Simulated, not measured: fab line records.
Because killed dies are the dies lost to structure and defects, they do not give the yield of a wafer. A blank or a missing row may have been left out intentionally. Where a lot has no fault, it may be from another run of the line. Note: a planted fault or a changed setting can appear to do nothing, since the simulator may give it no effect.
fab line records | flow gf180mcu
record lots=5 wafers=15 lastDay=32
route steps=602 shown V3@430 M4@456
lots that met no fault: from a run of the same line without faults
startH: the number of hours between the record's first day and the start of the first shown wafer of the lot | waitH: hours from the lot's prior step to this one | " same as the row above | L1.1+2: one row covering several wafers at once | - no value present, or no start provided | * or withheld: withheld | < > ~ a bound
route shown NAME@n: a module of which the file shows steps, and the number in the route of the first | usual: the fault-free wafers' mean and standard deviation | same: alike in all rows | chamber/n: place in a boat | sites: readings site by site | _std_site: how widely they spread, as a standard deviation | _edge_site: outer sites' mean less inner sites' | radiusMm: how far each site lies from the wafer's centre | mask NAME#n: copy n | behind: the tool/chamber that last shaped the wafer | hold: what put the lot on hold/how long, in hours/how the hold closed | device: transistor that didn't switch, given as n, p or np | end of line: tests run on the same wafers once the route is complete | step lacking rows: just its recipe | killed: dies lost to structure and defects at the first sort, not the wafer's yield | map: shows each die of a wafer: x if killed, . if not, _ if none is there
set.NAME: the setting as run; set.NAME@STEP: as run at that earlier step | model.NAME: the simulator's own value behind a step, which no gauge read
certain route steps with their lots: each step a table, each wafer a row
services: when a tool's chamber went out of use (startH, in hours from the record's first day, below 0 if earlier), for how many hours, and the reason
## steps
# step GF_V3_THK_MEAS_01
# recipe reads=SiO2_of_V3_CVD_00
# usual V3_CVD_00_THK=601/5.3
# columns lot.wafer tool chamber startH waitH V3_CVD_00_THK[nm]
L075.2 filmMetro-04 - 497.53 0.0 602
L075.4 " - " " 603
L075.5 " - " " 603
L076.2 filmMetro-01 - 504.24 0.0 614
L076.5 " - " " 612
L076.6 " - " " 605
L078.2 filmMetro-04 - 527.56 0.0 593
L078.3 " - " " 609
L078.4 " - " " 593
L081.2 filmMetro-01 - 551.41 0.0 597
L081.3 " - " " 600
L081.5 " - " " 594
L088.2 filmMetro-04 - 611.41 0.0 600
L088.4 " - " " 597
L088.5 " - " " 596
# step GF_V3_CVD_02
# recipe material=SiO2 targetThkNm=850 precursor=TEOS tempC=400 timeS=94.851 rfW=600
# usual heaterPowerW=691/96
# columns lot.wafer tool chamber startH waitH heaterPowerW
L075.2 pecvd-01 1 497.58 0.0 813
L075.4 " 2 " " 515
L075.5 " 0 " " 692
L076.2 pecvd-04 2 504.29 0.0 626
L076.5 " 1 " " 621
L076.6 " 0 " " 676
L078.2 pecvd-01 1 527.61 0.0 780
L078.3 " 1 " " 839
L078.4 " 0 " " 855
L081.2 pecvd-02 0 551.46 0.0 799
L081.3 " 2 " " 650
L081.5 " 1 " " 600
L088.2 pecvd-04 0 611.46 0.0 799
L088.4 " 1 " " 503
L088.5 " 2 " " 585
# step GF_V3_THK_MEAS_03
# recipe reads=SiO2_of_V3_CVD_02
# usual V3_CVD_02_THK=847/11
# columns lot.wafer tool chamber startH waitH V3_CVD_02_THK[nm]
L075.2 filmMetro-04 - 497.66 0.0 835
L075.4 " - " " 838
L075.5 " - " " 847
L076.2 filmMetro-04 - 504.37 0.0 842
L076.5 " - " " 851
L076.6 " - " " 863
L078.2 filmMetro-01 - 527.73 0.1 843
L078.3 " - " " 860
L078.4 " - " " 853
L081.2 filmMetro-02 - 551.54 0.0 842
L081.3 " - " " 834
L081.5 " - " " 861
L088.2 filmMetro-02 - 611.54 0.0 862
L088.4 " - " " 864
L088.5 " - " " 866
# step GF_V3_CMP_04
# recipe material=SiO2 downForcePsi=4 platenRpm=60 padVelocityMS=0.94248
# usual motorCurrentA=12.2/1.2 platenRpm=60.00/0.038 slurryFlowMlMin=150.0/0.46 timeToEndpointS=81/4.9
# columns lot.wafer tool chamber startH waitH motorCurrentA platenRpm slurryFlowMlMin timeToEndpointS
L075.4 cmp-01 3 497.71 0.0 11.0 59.95 150.2 76
L075.2 " 0 " " 11.9 60.01 150.0 77
L075.5 " 0 " " 12.2 60.08 150.2 86
L076.2 cmp-01 1 504.57 0.2 11.9 59.98 149.7 81
L076.6 " 2 " " 14.3 60.00 149.4 87
L076.5 " 3 " " 10.6 59.97 150.5 85
L078.4 cmp-02 2 527.83 0.1 13.5 59.94 150.5 78
L078.3 " 3 " " 11.7 59.97 149.7 85
L078.2 " 0 " " 10.9 60.02 150.2 80
L081.2 cmp-02 1 551.59 0.0 13.5 60.01 149.5 80
L081.3 " 2 " " 13.5 60.02 150.6 78
L081.5 " 1 " " 12.6 59.97 150.5 87
L088.2 cmp-02 1 611.64 0.1 13.5 60.06 149.8 87
L088.4 " 3 " " 12.4 59.92 148.7 86
L088.5 " 0 " " 10.5 60.01 150.1 89
# step GF_V3_BOW_MEAS_05
# recipe mode=bow
# usual V3_BOW=116/8.3
# columns lot.wafer tool chamber startH waitH V3_BOW[um]
L075.2 filmMetro-02 - 498.03 0.2 109
L075.4 " - " " 115
L075.5 " - " " 115
L076.2 filmMetro-01 - 504.74 0.1 121
L076.5 " - " " 112
L076.6 " - " " 113
L078.2 filmMetro-01 - 528.10 0.1 122
L078.3 " - " " 112
L078.4 " - " " 117
L081.2 filmMetro-04 - 551.91 0.3 116
L081.3 " - " " 107
L081.5 " - " " 106
L088.2 filmMetro-02 - 611.91 0.2 126
L088.4 " - " " 105
L088.5 " - " " 109
# step GF_V3_DEHYDRATE_06
# recipe tempC=200 timeS=60
# usual resistLineTempC=23.01/0.11
# columns lot.wafer tool chamber startH waitH resistLineTempC
L075.2 lithoTrack-02 0 509.18 11.1 23.02
L075.4 " 0 " " 23.00
L075.5 " 0 " " 22.90
L076.2 lithoTrack-01 0 516.00 11.2 22.90
L076.5 " 0 " " 23.03
L076.6 " 0 " " 22.86
L078.2 lithoTrack-02 0 538.78 10.7 23.12
L078.3 " 0 " " 23.21
L078.4 " 0 " " 23.18
L081.2 lithoTrack-03 0 562.10 10.2 23.00
L081.3 " 0 " " 23.13
L081.5 " 0 " " 23.03
L088.2 lithoTrack-02 0 621.18 9.3 22.95
L088.4 " 0 " " 23.15
L088.5 " 0 " " 22.86
# step GF_V3_HMDS_07
# recipe primeTimeS=60 primeTempC=120
# usual resistLineTempC=22.98/0.12
# columns lot.wafer tool chamber startH waitH resistLineTempC
L075.2 lithoTrack-02 0 509.33 0.1 22.97
L075.4 " 0 " " 23.00
L075.5 " 0 " " 22.90
L076.2 lithoTrack-01 0 516.15 0.1 22.87
L076.5 " 0 " " 22.87
L076.6 " 0 " " 22.84
L078.2 lithoTrack-02 0 538.93 0.1 23.08
L078.3 " 0 " " 22.96
L078.4 " 0 " " 22.83
L081.2 lithoTrack-03 0 562.25 0.1 22.93
L081.3 " 0 " " 23.19
L081.5 " 0 " " 23.19
L088.2 lithoTrack-02 0 621.33 0.1 22.89
L088.4 " 0 " " 23.09
L088.5 " 0 " " 22.92
# step GF_V3_COAT_08
# recipe resist=BARC tempC=withheld timeS=withheld spinRpm=withheld resistThkNm=withheld
# usual resistLineTempC=*
# columns lot.wafer tool chamber startH waitH resistLineTempC
L075.2 lithoTrack-02 0 509.48 0.1 *
L075.4 " 0 " " *
L075.5 " 0 " " *
L076.2 lithoTrack-01 0 516.30 0.1 *
L076.5 " 0 " " *
L076.6 " 0 " " *
L078.2 lithoTrack-02 0 539.08 0.1 *
L078.3 " 0 " " *
L078.4 " 0 " " *
L081.2 lithoTrack-03 0 562.40 0.1 *
L081.3 " 0 " " *
L081.5 " 0 " " *
L088.2 lithoTrack-02 0 621.48 0.1 *
L088.4 " 0 " " *
L088.5 " 0 " " *
# step GF_V3_COAT_09
# recipe resist=KrF spinRpm=withheld resistThkNm=1000
# usual resistLineTempC=23.01/0.098
# columns lot.wafer tool chamber startH waitH resistLineTempC
L075.2 lithoTrack-02 0 - - 22.89
L075.4 " 0 " " 23.19
L075.5 " 0 " " 22.91
L076.2 lithoTrack-01 0 - - 22.96
L076.5 " 0 " " 22.96
L076.6 " 0 " " 22.97
L078.2 lithoTrack-02 0 - - 23.16
L078.3 " 0 " " 23.15
L078.4 " 0 " " 23.10
L081.2 lithoTrack-03 0 - - 23.11
L081.3 " 0 " " 22.98
L081.5 " 0 " " 23.11
L088.2 lithoTrack-02 0 - - 22.86
L088.4 " 0 " " 23.00
L088.5 " 0 " " 22.88
# step GF_V3_SOFTBAKE_10
# recipe tempC=130 timeS=60 resist=KrF
# usual resistLineTempC=22.99/0.12
# columns lot.wafer tool chamber startH waitH resistLineTempC
L075.2 lithoTrack-02 0 - - 23.02
L075.4 " 0 " " 23.32
L075.5 " 0 " " 22.99
L076.2 lithoTrack-01 0 - - 22.83
L076.5 " 0 " " 22.91
L076.6 " 0 " " 23.00
L078.2 lithoTrack-02 0 - - 22.89
L078.3 " 0 " " 23.00
L078.4 " 0 " " 22.94
L081.2 lithoTrack-03 0 - - 22.90
L081.3 " 0 " " 22.81
L081.5 " 0 " " 22.94
L088.2 lithoTrack-02 0 - - 23.13
L088.4 " 0 " " 23.11
L088.5 " 0 " " 22.96
# step GF_V3_EXPOSE_11
# recipe maskId=Via3 targetCdNm=260 na=0.68 sourceShape=conventional sigmaOuter=0.6 doseMj=38
# usual focusOffsetNm=0.1/0.55 stageVelMmS=499.95/0.25
# columns lot.wafer tool chamber startH waitH mask focusOffsetNm stageVelMmS
L075.2 krfScanner-02 0 - - Via3#0 0.2 499.81
L075.4 " 0 " " Via3#0 -0.3 499.79
L075.5 " 0 " " Via3#0 1.0 499.63
L076.2 krfScanner-02 0 - - Via3#0 0.0 499.44
L076.5 " 0 " " Via3#0 -1.2 500.07
L076.6 " 0 " " Via3#0 0.1 499.79
L078.2 krfScanner-02 0 - - Via3#0 0.0 499.83
L078.3 " 0 " " Via3#0 -0.1 499.34
L078.4 " 0 " " Via3#0 0.1 499.96
L081.2 krfScanner-01 0 - - Via3#0 -0.8 500.06
L081.3 " 0 " " Via3#0 -0.3 500.13
L081.5 " 0 " " Via3#0 -0.7 500.00
L088.2 krfScanner-02 0 - - Via3#0 0.9 500.31
L088.4 " 0 " " Via3#0 0.7 499.92
L088.5 " 0 " " Via3#0 0.7 499.89
# step GF_V3_PEB_12
# recipe pebTempC=135 pebTimeS=90 resist=KrF
# usual resistLineTempC=22.99/0.12
# columns lot.wafer tool chamber startH waitH resistLineTempC
L075.2 lithoTrack-02 0 - - 22.95
L075.4 " 0 " " 22.67
L075.5 " 0 " " 22.83
L076.2 lithoTrack-01 0 - - 22.96
L076.5 " 0 " " 22.96
L076.6 " 0 " " 23.01
L078.2 lithoTrack-03 0 - - 22.97
L078.3 " 0 " " 22.82
L078.4 " 0 " " 23.02
L081.2 lithoTrack-03 0 - - 23.08
L081.3 " 0 " " 23.25
L081.5 " 0 " " 22.92
L088.2 lithoTrack-03 0 - - 22.95
L088.4 " 0 " " 23.04
L088.5 " 0 " " 23.05
# step GF_V3_DEVELOP_13
# recipe developTimeS=60 resist=KrF devTempC=21
# usual resistLineTempC=22.97/0.11
# columns lot.wafer tool chamber startH waitH resistLineTempC
L075.2 lithoTrack-02 0 521.73 0.2 22.92
L075.4 " 0 " " 22.98
L075.5 " 0 " " 22.81
L076.2 lithoTrack-01 0 527.60 0.2 22.65
L076.5 " 0 " " 22.93
L076.6 " 0 " " 22.99
L078.2 lithoTrack-03 0 550.90 0.2 22.79
L078.3 " 0 " " 22.94
L078.4 " 0 " " 22.86
L081.2 lithoTrack-03 0 573.15 0.2 22.95
L081.3 " 0 " " 23.07
L081.5 " 0 " " 22.89
L088.2 lithoTrack-03 0 631.35 0.2 22.91
L088.4 " 0 " " 22.92
L088.5 " 0 " " 22.91
# step GF_V3_CD_MEAS_14
# recipe targetCdNm=260
# usual cdNm=260.5/1.2
# columns lot.wafer tool chamber startH waitH cdNm
L075.2 cdSem-01 - 521.87 0.1 260.1
L075.4 " - " " 259.6
L075.5 " - " " 260.6
L076.2 cdSem-01 - 527.74 0.1 261.0
L076.5 " - " " 260.8
L076.6 " - " " 258.9
L078.2 cdSem-01 - 551.04 0.1 261.2
L078.3 " - " " 261.4
L078.4 " - " " 261.8
L081.2 cdSem-01 - 573.29 0.1 259.5
L081.3 " - " " 260.0
L081.5 " - " " 259.2
L088.2 cdSem-01 - 631.49 0.1 261.8
L088.4 " - " " 260.7
L088.5 " - " " 261.4
# step GF_V3_OVL_MEAS_15
# usual V3_OVL=7/5.8
# columns lot.wafer tool chamber startH waitH V3_OVL[nm]
L075.2 overlay-01 - 521.98 0.1 0
L075.4 " - " " -1
L075.5 " - " " 1
L076.2 overlay-01 - 527.85 0.1 14
L076.5 " - " " 7
L076.6 " - " " 10
L078.2 overlay-01 - 551.15 0.1 21
L078.3 " - " " 14
L078.4 " - " " 17
L081.2 overlay-02 - 573.40 0.1 2
L081.3 " - " " 6
L081.5 " - " " 5
L088.2 overlay-01 - 631.60 0.1 2
L088.4 " - " " 5
L088.5 " - " " 0
# step GF_V3_ETCH_16
# recipe chemistry=N2/H2 targetDepthA=withheld overetchA=withheld timeS=withheld target=BARC ionEnergyEv=200 sourceW=500 biasW=100 pressureMtorr=30 n2FlowSccm=100 h2FlowSccm=200
# usual drypumpMotorCurrentA=5.7/0.51 oesProductAu=0.855/0.0047 throttleValvePct=13.224/0.008
# columns lot.wafer tool chamber startH waitH drypumpMotorCurrentA oesProductAu throttleValvePct
L075.2 rieDiel-02 1 522.01 0.0 5.8 0.849 13.214
L075.4 " 0 " " 5.6 0.849 13.226
L075.5 " 1 " " 5.8 0.849 13.216
L076.2 rieDiel-01 0 527.88 0.0 5.4 0.853 13.232
L076.5 " 0 " " 5.4 0.857 13.227
L076.6 " 1 " " 5.8 0.850 13.220
L078.2 rieDiel-02 3 551.18 0.0 5.1 0.861 13.225
L078.3 " 0 " " 5.7 0.862 13.231
L078.4 " 2 " " 6.4 0.861 13.237
L081.2 rieDiel-04 2 573.43 0.0 6.1 0.857 13.214
L081.3 " 1 " " 5.0 0.856 13.239
L081.5 " 2 " " 6.1 0.852 13.229
L088.2 rieDiel-02 0 631.63 0.0 5.7 0.850 13.223
L088.4 " 2 " " 6.4 0.856 13.225
L088.5 " 0 " " 5.7 0.852 13.222
# step GF_V3_ETCH_17
# recipe chemistry=C4F8/O2/Ar maskMaterial=KrF target=SiO2 stopOn=TiN sourceW=1500 biasW=1200 pressureMtorr=40 c4f8FlowSccm=withheld O2_flow_sccm=6 Ar_flow_sccm=300 timeS=withheld targetDepthA=6350
# usual oesProductAu=0.856/0.0044
# columns lot.wafer tool chamber startH waitH oesProductAu
L075.2 rieDiel-02 1 - - 0.854
L075.4 " 0 " " 0.848
L075.5 " 1 " " 0.858
L076.2 rieDiel-01 0 - - 0.865
L076.5 " 0 " " 0.858
L076.6 " 1 " " 0.855
L078.2 rieDiel-02 3 - - 0.857
L078.3 " 0 " " 0.861
L078.4 " 2 " " 0.857
L081.2 rieDiel-04 2 - - 0.852
L081.3 " 1 " " 0.857
L081.5 " 2 " " 0.860
L088.2 rieDiel-02 0 - - 0.849
L088.4 " 2 " " 0.859
L088.5 " 0 " " 0.859
# step GF_V3_STRIP_18
# recipe chemistry=O2/N2 powerW=1400 pressureMtorr=1500 platenTempC=250 o2FlowSccm=3000 n2FlowSccm=300 overashFraction=0.5
# usual drypumpMotorCurrentA=6.2/0.47 heaterPowerW=341/33 o2FlowSccm=2999/8.6 oesProductAu=0.592/0.0046
# columns lot.wafer tool chamber startH waitH drypumpMotorCurrentA heaterPowerW o2FlowSccm oesProductAu rfHoursCounterH
L075.2 plasmaAsher-03 1 522.14 - 6.5 363 2995 0.588 45
L075.4 " 1 " " 6.6 356 2996 0.593 -
L075.5 " 0 " " 6.6 320 2996 0.587 -
L076.2 plasmaAsher-01 1 528.01 - 6.0 379 2997 0.592 93
L076.5 " 0 " " 5.3 288 2995 0.592 -
L076.6 " 1 " " 6.0 380 2995 0.601 -
L078.2 plasmaAsher-02 0 551.31 - 5.7 378 3006 0.594 12
L078.3 " 1 " " 5.9 321 3007 0.596 -
L078.4 " 0 " " 5.7 382 3009 0.590 -
L081.2 plasmaAsher-03 1 573.56 - 6.6 364 3005 0.587 50
L081.3 " 0 " " 6.6 315 2998 0.588 -
L081.5 " 1 " " 6.5 369 3007 0.593 -
L088.2 plasmaAsher-03 1 631.76 - 6.6 363 2987 0.596 57
L088.4 " 1 " " 6.6 357 3003 0.593 -
L088.5 " 1 " " 6.6 360 2985 0.588 -
# step GF_V3_STRIP_19
# recipe chemistry=postEtchResidueRemover timeS=1200 tempC=72.5
# columns lot.wafer tool chamber startH waitH
L075.2+4+5 wetBench-01 2 522.24 0.1
L076.2+5+6 wetBench-04 0 528.11 0.1
L078.2+3+4 wetBench-01 1 551.41 0.1
L081.2+3+5 wetBench-03 0 573.66 0.1
L088.2+4+5 wetBench-04 0 631.86 0.1
# step GF_V3_CLEAN_20
# recipe chemistry=DIW dry=n2Spin
# columns lot.wafer tool chamber startH waitH
L075.2+4+5 wetBench-03 0 522.58 0.0
L076.2+5+6 wetBench-01 2 528.45 0.0
L078.2+3+4 wetBench-03 0 552.09 0.0
L081.2+3+5 wetBench-01 2 574.03 0.0
L088.2+4+5 wetBench-03 2 632.20 0.0
# step GF_V3_SPUTTER_21
# recipe material=Ti targetThkNm=15 chamberPressurePa=5 powerW=2500 substrateTempC=200 timeS=80.02
# usual throttleValvePct=29.6/0.7
# columns lot.wafer tool chamber startH waitH throttleValvePct
L075.2 pvdSputter-03 - 522.68 0.0 30.1
L075.4 " - " " 29.9
L075.5 " - " " 29.5
L076.2 pvdSputter-02 - 528.54 0.0 30.1
L076.5 " - " " 28.4
L076.6 " - " " 30.6
L078.2 pvdSputter-01 - 552.19 0.0 28.5
L078.3 " - " " 29.3
L078.4 " - " " 30.8
L081.2 pvdSputter-03 - 574.22 0.0 29.2
L081.3 " - " " 29.7
L081.5 " - " " 29.5
L088.2 pvdSputter-03 - 632.29 0.0 29.9
L088.4 " - " " 29.5
L088.5 " - " " 30.1
# step GF_V3_SPUTTER_22
# recipe material=TiN targetThkNm=10 chamberPressurePa=5 powerW=4000 timeS=40
# usual throttleValvePct=29.6/0.7
# columns lot.wafer tool chamber startH waitH throttleValvePct
L075.2 pvdSputter-03 - 522.74 0.0 29.8
L075.4 " - " " 29.6
L075.5 " - " " 29.5
L076.2 pvdSputter-02 - 528.60 0.0 30.3
L076.5 " - " " 28.5
L076.6 " - " " 30.3
L078.2 pvdSputter-01 - 552.25 0.0 28.7
L078.3 " - " " 29.3
L078.4 " - " " 31.0
L081.2 pvdSputter-03 - 574.28 0.0 29.4
L081.3 " - " " 29.8
L081.5 " - " " 29.4
L088.2 pvdSputter-03 - 632.35 0.0 29.9
L088.4 " - " " 29.5
L088.5 " - " " 30.2
# step GF_V3_CVD_23
# recipe material=W targetThkNm=350 timeS=104.9 tempC=400 pressureTorr=40
# usual heaterPowerW=822/46
# columns lot.wafer tool chamber startH waitH heaterPowerW
L075.2 cvdW-01 0 522.78 0.0 880
L075.4 " 1 " " 836
L075.5 " 0 " " 882
L076.2 cvdW-02 0 528.64 0.0 762
L076.5 " 1 " " 799
L076.6 " 0 " " 754
L078.2 cvdW-02 0 552.29 0.0 759
L078.3 " 1 " " 794
L078.4 " 0 " " 757
L081.2 cvdW-01 0 574.32 0.0 878
L081.3 " 0 " " 879
L081.5 " 0 " " 871
L088.2 cvdW-02 0 632.39 0.0 750
L088.4 " 0 " " 767
L088.5 " 1 " " 808
# step GF_V3_RS_MEAS_24
# recipe thkMeasGauge=four-point-probe reads=W_of_V3_CVD_23+TiN_of_V3_SPUTTER_22+Ti_of_V3_SPUTTER_21
# usual V3_W_RS=0.328/0.0031
# columns lot.wafer tool chamber startH waitH V3_W_RS[ohm/sq]
L075.2 filmMetro-02 - 522.91 0.1 0.329
L075.4 " - " " 0.322
L075.5 " - " " 0.323
L076.2 filmMetro-01 - 528.77 0.1 0.332
L076.5 " - " " 0.330
L076.6 " - " " 0.327
L078.2 filmMetro-04 - 552.43 0.1 0.328
L078.3 " - " " 0.329
L078.4 " - " " 0.332
L081.2 filmMetro-01 - 574.45 0.1 0.333
L081.3 " - " " 0.326
L081.5 " - " " 0.331
L088.2 filmMetro-01 - 632.52 0.1 0.329
L088.4 " - " " 0.330
L088.5 " - " " 0.332
# step GF_V3_THK_MEAS_25
# recipe thkMeasGauge=xrf reads=W_of_V3_CVD_23
# usual V3_W_THK=347/4.4
# columns lot.wafer tool chamber startH waitH V3_W_THK[nm]
L075.2 filmMetro-02 - 523.02 0.1 350
L075.4 " - " " 357
L075.5 " - " " 355
L076.2 filmMetro-01 - 528.88 0.1 343
L076.5 " - " " 346
L076.6 " - " " 347
L078.2 filmMetro-04 - 552.54 0.1 342
L078.3 " - " " 341
L078.4 " - " " 337
L081.2 filmMetro-01 - 574.56 0.1 345
L081.3 " - " " 347
L081.5 " - " " 345
L088.2 filmMetro-01 - 632.63 0.1 348
L088.4 " - " " 345
L088.5 " - " " 346
# step GF_V3_CMP_26
# recipe stopOn=SiO2 downForcePsi=3.5 platenRpm=60 tOverpolishS=15 targetThkNm=0 padVelocityMS=0.94248
# usual motorCurrentA=11.2/1 overpolishRunS=15.000/0.0085 platenRpm=60.01/0.034 slurryFlowMlMin=150.0/0.44 timeToEndpointS=86.4/2.7
# columns lot.wafer tool chamber startH waitH motorCurrentA overpolishRunS platenRpm slurryFlowMlMin timeToEndpointS
L075.2 cmp-01 0 523.07 0.0 10.7 15.008 60.04 150.0 84.7
L075.4 " 1 " " 11.2 14.994 60.02 149.5 82.7
L075.5 " 0 " " 10.9 15.002 60.06 149.4 89.0
L076.2 cmp-02 3 529.08 0.2 10.7 14.995 60.02 149.5 88.1
L076.6 " 0 " " 9.6 14.992 59.98 150.4 90.4
L076.5 " 1 " " 12.0 15.014 60.05 149.6 87.5
L078.2 cmp-01 0 552.64 0.1 11.5 14.998 59.96 150.2 92.7
L078.3 " 1 " " 10.3 15.015 60.04 150.4 89.3
L078.4 " 2 " " 12.8 15.001 59.96 150.6 86.8
L081.2 cmp-01 0 574.66 0.1 10.9 15.015 59.99 149.7 85.9
L081.3 " 1 " " 10.3 14.986 60.01 150.2 83.5
L081.5 " 3 " " 10.0 15.007 59.96 149.4 85.8
L088.2 cmp-01 0 632.78 0.1 10.6 14.993 59.97 149.2 86.9
L088.4 " 1 " " 11.0 14.997 60.02 149.7 87.1
L088.5 " 2 " " 12.0 14.997 60.00 150.3 88.6
# step GF_M4_SPUTTER_00
# recipe material=Ti targetThkNm=37.5 arrivingIonEnergyEv=80 substrateTempC=200 chamberPressurePa=2 powerW=4000 timeS=150
# usual throttleValvePct=29.8/0.91
# columns lot.wafer tool chamber startH waitH throttleValvePct
L075.2 pvdSputter-01 - 523.37 0.2 28.7
L075.4 " - " " 28.6
L075.5 " - " " 28.6
L076.2 pvdSputter-01 - 529.23 0.1 28.8
L076.5 " - " " 28.6
L076.6 " - " " 29.4
L078.2 pvdSputter-01 - 552.89 0.2 28.6
L078.3 " - " " 28.8
L078.4 " - " " 29.4
L081.2 pvdSputter-01 - 574.91 0.2 28.8
L081.3 " - " " 31.3
L081.5 " - " " 31.2
L088.2 pvdSputter-02 - 632.98 0.1 30.2
L088.4 " - " " 30.3
L088.5 " - " " 28.4
# step GF_M4_SPUTTER_01
# recipe material=TiN targetThkNm=30 powerW=6500 timeS=25 chamberPressurePa=0.4
# usual throttleValvePct=29.8/0.94
# columns lot.wafer tool chamber startH waitH throttleValvePct
L075.2 pvdSputter-01 - 523.47 0.1 28.5
L075.4 " - " " 28.4
L075.5 " - " " 28.7
L076.2 pvdSputter-01 - 529.33 0.1 28.7
L076.5 " - " " 28.7
L076.6 " - " " 29.6
L078.2 pvdSputter-01 - 552.99 0.1 28.6
L078.3 " - " " 29.0
L078.4 " - " " 29.3
L081.2 pvdSputter-01 - 575.01 0.1 28.7
L081.3 " - " " 31.2
L081.5 " - " " 31.3
L088.2 pvdSputter-02 - 633.08 0.1 30.0
L088.4 " - " " 30.6
L088.5 " - " " 28.5
# step GF_M4_SPUTTER_02
# recipe material=AlCu targetThkNm=450 powerW=10600 timeS=23.9 chamberPressurePa=0.4
# usual throttleValvePct=29.8/0.91
# columns lot.wafer tool chamber startH waitH throttleValvePct
L075.2 pvdSputter-01 - 523.50 0.0 28.6
L075.4 " - " " 28.6
L075.5 " - " " 28.5
L076.2 pvdSputter-01 - 529.36 0.0 29.2
L076.5 " - " " 28.6
L076.6 " - " " 29.3
L078.2 pvdSputter-01 - 553.02 0.0 28.6
L078.3 " - " " 29.0
L078.4 " - " " 29.4
L081.2 pvdSputter-01 - 575.04 0.0 28.7
L081.3 " - " " 31.2
L081.5 " - " " 31.2
L088.2 pvdSputter-02 - 633.11 0.0 30.0
L088.4 " - " " 30.5
L088.5 " - " " 28.7
# step GF_M4_SPUTTER_03
# recipe material=Ti targetThkNm=10 substrateTempC=300 chamberPressurePa=0.3 powerW=3000 timeS=6.7
# usual throttleValvePct=29.8/0.91
# columns lot.wafer tool chamber startH waitH throttleValvePct
L075.2 pvdSputter-01 - 523.53 0.0 28.9
L075.4 " - " " 28.7
L075.5 " - " " 28.7
L076.2 pvdSputter-01 - 529.39 0.0 28.8
L076.5 " - " " 28.4
L076.6 " - " " 29.2
L078.2 pvdSputter-01 - 553.05 0.0 28.7
L078.3 " - " " 28.8
L078.4 " - " " 29.5
L081.2 pvdSputter-01 - 575.07 0.0 28.7
L081.3 " - " " 31.3
L081.5 " - " " 31.1
L088.2 pvdSputter-02 - 633.14 0.0 30.0
L088.4 " - " " 30.6
L088.5 " - " " 28.2
# step GF_M4_SPUTTER_04
# recipe material=TiN targetThkNm=50 powerW=6500 timeS=41.7 chamberPressurePa=0.4
# usual throttleValvePct=29.8/0.91
# columns lot.wafer tool chamber startH waitH throttleValvePct
L075.2 pvdSputter-01 - 523.55 0.0 29.1
L075.4 " - " " 28.7
L075.5 " - " " 28.7
L076.2 pvdSputter-01 - 529.41 0.0 28.9
L076.5 " - " " 28.6
L076.6 " - " " 29.2
L078.2 pvdSputter-01 - 553.07 0.0 28.5
L078.3 " - " " 28.8
L078.4 " - " " 29.6
L081.2 pvdSputter-01 - 575.09 0.0 28.8
L081.3 " - " " 31.1
L081.5 " - " " 31.3
L088.2 pvdSputter-02 - 633.17 0.0 30.2
L088.4 " - " " 30.4
L088.5 " - " " 28.5
# step GF_M4_RS_MEAS_05
# recipe thkMeasGauge=four-point-probe reads=TiN_of_M4_SPUTTER_04+Ti_of_M4_SPUTTER_03+AlCu_of_M4_SPUTTER_02+TiN_of_M4_SPUTTER_01+Ti_of_M4_SPUTTER_00
# usual M4_ALCU_RS=0.0696/0.00057
# columns lot.wafer tool chamber startH waitH M4_ALCU_RS[ohm/sq]
L075.2 filmMetro-04 - 523.61 0.0 0.0685
L075.4 " - " " 0.0693
L075.5 " - " " 0.0684
L076.2 filmMetro-01 - 529.47 0.0 0.0703
L076.5 " - " " 0.0693
L076.6 " - " " 0.0705
L078.2 filmMetro-03 - 553.13 0.0 0.0686
L078.3 " - " " 0.0695
L078.4 " - " " 0.0696
L081.2 filmMetro-01 - 575.15 0.0 0.0688
L081.3 " - " " 0.0686
L081.5 " - " " 0.0685
L088.2 filmMetro-03 - 633.23 0.0 0.0698
L088.4 " - " " 0.0700
L088.5 " - " " 0.0695
# step GF_M4_THK_MEAS_06
# recipe thkMeasGauge=xrf reads=AlCu_of_M4_SPUTTER_02
# usual M4_ALCU_THK=456/4.5
# columns lot.wafer tool chamber startH waitH M4_ALCU_THK[nm]
L075.2 filmMetro-04 - 523.72 0.1 471
L075.4 " - " " 463
L075.5 " - " " 470
L076.2 filmMetro-01 - 529.58 0.1 450
L076.5 " - " " 458
L076.6 " - " " 448
L078.2 filmMetro-03 - 553.24 0.1 460
L078.3 " - " " 456
L078.4 " - " " 454
L081.2 filmMetro-01 - 575.26 0.1 461
L081.3 " - " " 462
L081.5 " - " " 462
L088.2 filmMetro-03 - 633.34 0.1 452
L088.4 " - " " 450
L088.5 " - " " 454
# step GF_M4_DEHYDRATE_07
# recipe tempC=200 timeS=60
# usual resistLineTempC=23.00/0.11
# columns lot.wafer tool chamber startH waitH resistLineTempC
L075.2 lithoTrack-04 0 534.23 10.5 22.98
L075.4 " 0 " " 22.97
L075.5 " 0 " " 23.09
L076.2 lithoTrack-02 0 540.48 10.9 23.03
L076.5 " 0 " " 22.96
L076.6 " 0 " " 23.01
L078.2 lithoTrack-04 0 563.48 10.2 23.11
L078.3 " 0 " " 23.01
L078.4 " 0 " " 23.02
L081.2 lithoTrack-04 0 584.78 9.5 22.99
L081.3 " 0 " " 23.07
L081.5 " 0 " " 23.06
L088.2 lithoTrack-02 0 642.68 9.3 23.14
L088.4 " 0 " " 22.99
L088.5 " 0 " " 23.04
## services
# columns tool chamber startH hours kind
krfScanner-02 - 473.74 0.6 repair
wetBench-03 - 478.88 6.6 repair
pvdSputter-03 - 483.64 0.6 repair
krfScanner-02 - 492.59 3.6 pm
pvdSputter-02 - 503.34 14.5 repair
pvdSputter-03 - 509.36 3.0 repair
pvdSputter-02 - 529.19 1.9 repair
krfScanner-02 - 535.37 1.3 pm
rieDiel-02 0 537.88 7.4 repair
krfScanner-02 - 543.02 0.3 repair
krfScanner-02 - 551.76 13.5 repair
cmp-02 - 557.37 0.5 repair
krfScanner-02 - 559.69 0.6 repair
wetBench-03 - 564.61 1.5 repair
pvdSputter-03 - 571.17 1.1 repair
cmp-02 - 572.13 4.0 pm
cmp-02 - 576.13 14.3 pm
pvdSputter-03 - 584.68 3.8 repair
cmp-02 - 593.28 1.7 repair
cmp-02 - 597.85 2.4 repair
krfScanner-02 - 617.83 1.0 pm
krfScanner-02 - 618.92 0.8 pm
rieDiel-02 - 622.31 1.3 repair
cmp-01 - 628.39 0.4 repair
## key
fault none
